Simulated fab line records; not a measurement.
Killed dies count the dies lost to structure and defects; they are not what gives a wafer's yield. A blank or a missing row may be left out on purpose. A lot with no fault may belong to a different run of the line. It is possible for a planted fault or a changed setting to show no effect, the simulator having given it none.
Tool commonality check	flow sky130	Sample size 12 lots and 36 wafers

WHY THIS WAS OPENED
On 1 of the 12 lots, a flag is raised at SKY_LI_CONTACT_CD_MEAS_12 on the reading cd nm. Wafers without a fault read 170.1 nm, standard deviation 1.3.
Rule: a lot gets a flag if all its wafers with a number sit over 4 standard deviations from that mean, or if no wafer of it has a number. All remaining lots are regarded as sound.

lot	measured	on	cd nm (nm), wafer by wafer	flag
L579	day 29 16:42	cd sem-01	169.3 169.9 169.6	
L578	day 29 19:22	cd sem-01	171.1 171.3 172.5	
L581	day 30 01:47	cd sem-02	169.4 169.5 169.7	
L582	day 30 07:20	cd sem-01	169.0 168.7 168.3	
L583	day 30 20:44	cd sem-01	171.9 169.7 171.1	
L592	day 34 06:05	cd sem-02	142.5 155.1 155.8	FLAGGED
L593	day 34 07:38	cd sem-01	171.5 169.3 171.5	
L594	day 34 19:04	cd sem-01	168.4 168.7 168.9	
L595	day 34 23:37	cd sem-01	171.8 170.8 170.8	
L597	day 35 15:04	cd sem-01	169.2 169.4 167.2	
L600	day 36 10:59	cd sem-01	169.6 169.7 168.7	
L601	day 36 15:25	cd sem-02	169.6 171.7 172.2	
Average over the flagged lots: 151.1 nm; offset from the usual -19.0 nm, equal to -15 standard deviations.

LOT BY LOT: THE TOOL USED
2 process steps preceding the reading are held in the record, out of 708 steps in the route. In each cell: the tool, then ch and the chambers that the sampled wafers went through, then the start.
lot	flag	SKY_SD_N_RTA_14	SKY_LI_CONTACT_EXPOSE_09
L579		rtp anneal-01 ch 0, day 28 10:39	krf scanner-02 ch 0, day 29 02:30
L578		rtp anneal-02 ch 0, day 28 13:43	krf scanner-02 ch 0, day 29 05:08
L581		rtp anneal-02 ch 0, day 28 19:30	krf scanner-01 ch 0, day 29 12:17
L582		rtp anneal-01 ch 0, day 29 01:58	krf scanner-01 ch 0, day 29 18:08
L583		rtp anneal-02 ch 0, day 29 15:10	krf scanner-02 ch 0, day 30 05:49
L592	FLAGGED	rtp anneal-01 ch 0, day 33 02:04	krf scanner-01 ch 0, day 33 16:28
L593		rtp anneal-02 ch 0, day 33 03:47	krf scanner-02 ch 0, day 33 18:50
L594		rtp anneal-01 ch 0, day 33 15:19	krf scanner-02 ch 0, day 34 06:28
L595		rtp anneal-02 ch 0, day 33 20:33	krf scanner-02 ch 0, day 34 11:25
L597		rtp anneal-02 ch 0, day 34 11:43	krf scanner-02 ch 0, day 35 01:37
L600		rtp anneal-01 ch 0, day 35 09:10	krf scanner-01 ch 0, day 35 22:47
L601		rtp anneal-02 ch 0, day 35 12:16	krf scanner-01 ch 0, day 36 01:56
What is done by these steps:
- SKY_SD_N_RTA_14: time 2 s.
- SKY_LI_CONTACT_EXPOSE_09: exposes mask LICM1, target cd 170 nm.
- SKY_LI_CONTACT_CD_MEAS_12: target cd 170 nm.

FLAGGED OVER TOTAL, TOOL BY TOOL (the gauges that took the reading come last)
step	tool	lots run	flagged	share of the flagged lots	sound lots run after its first flagged lot
SKY_SD_N_RTA_14	rtp anneal-01	5	1	all	2 (L594,L600)
SKY_SD_N_RTA_14	rtp anneal-02	7	0	none	-
SKY_LI_CONTACT_EXPOSE_09	krf scanner-01	5	1	all	2 (L600,L601)
SKY_LI_CONTACT_EXPOSE_09	krf scanner-02	7	0	none	-
SKY_LI_CONTACT_CD_MEAS_12	cd sem-01	9	0	none	-
SKY_LI_CONTACT_CD_MEAS_12	cd sem-02	3	1	all	1 (L601)

WHAT THE TABLE ALLOWS
In the table, 3 rows ran each flagged lot (rtp anneal-01 at SKY_SD_N_RTA_14; krf scanner-01 at SKY_LI_CONTACT_EXPOSE_09; cd sem-02 at SKY_LI_CONTACT_CD_MEAS_12).
- rtp anneal-01 at SKY_SD_N_RTA_14: 1 of its 5 lots flagged. After the first flagged lot (L594, L600), sound lots still ran on it; a lasting fault on the whole tool would not permit that.
- krf scanner-01 at SKY_LI_CONTACT_EXPOSE_09: 1 of its 5 lots flagged. After the first flagged lot (L600, L601), sound lots still ran on it; a lasting fault on the whole tool would not permit that. Its own readings lie more than 4 standard deviations out on every wafer of the flagged lots: exposure dose mJ cm2.
- cd sem-02 at SKY_LI_CONTACT_CD_MEAS_12: 1 of its 3 lots flagged. After the first flagged lot (L601), sound lots still ran on it; a lasting fault on the whole tool would not permit that.
There is no row in the table that ran each flagged lot and no sound lot after the first.

WHAT THE SIMULATOR HAD PUT IN
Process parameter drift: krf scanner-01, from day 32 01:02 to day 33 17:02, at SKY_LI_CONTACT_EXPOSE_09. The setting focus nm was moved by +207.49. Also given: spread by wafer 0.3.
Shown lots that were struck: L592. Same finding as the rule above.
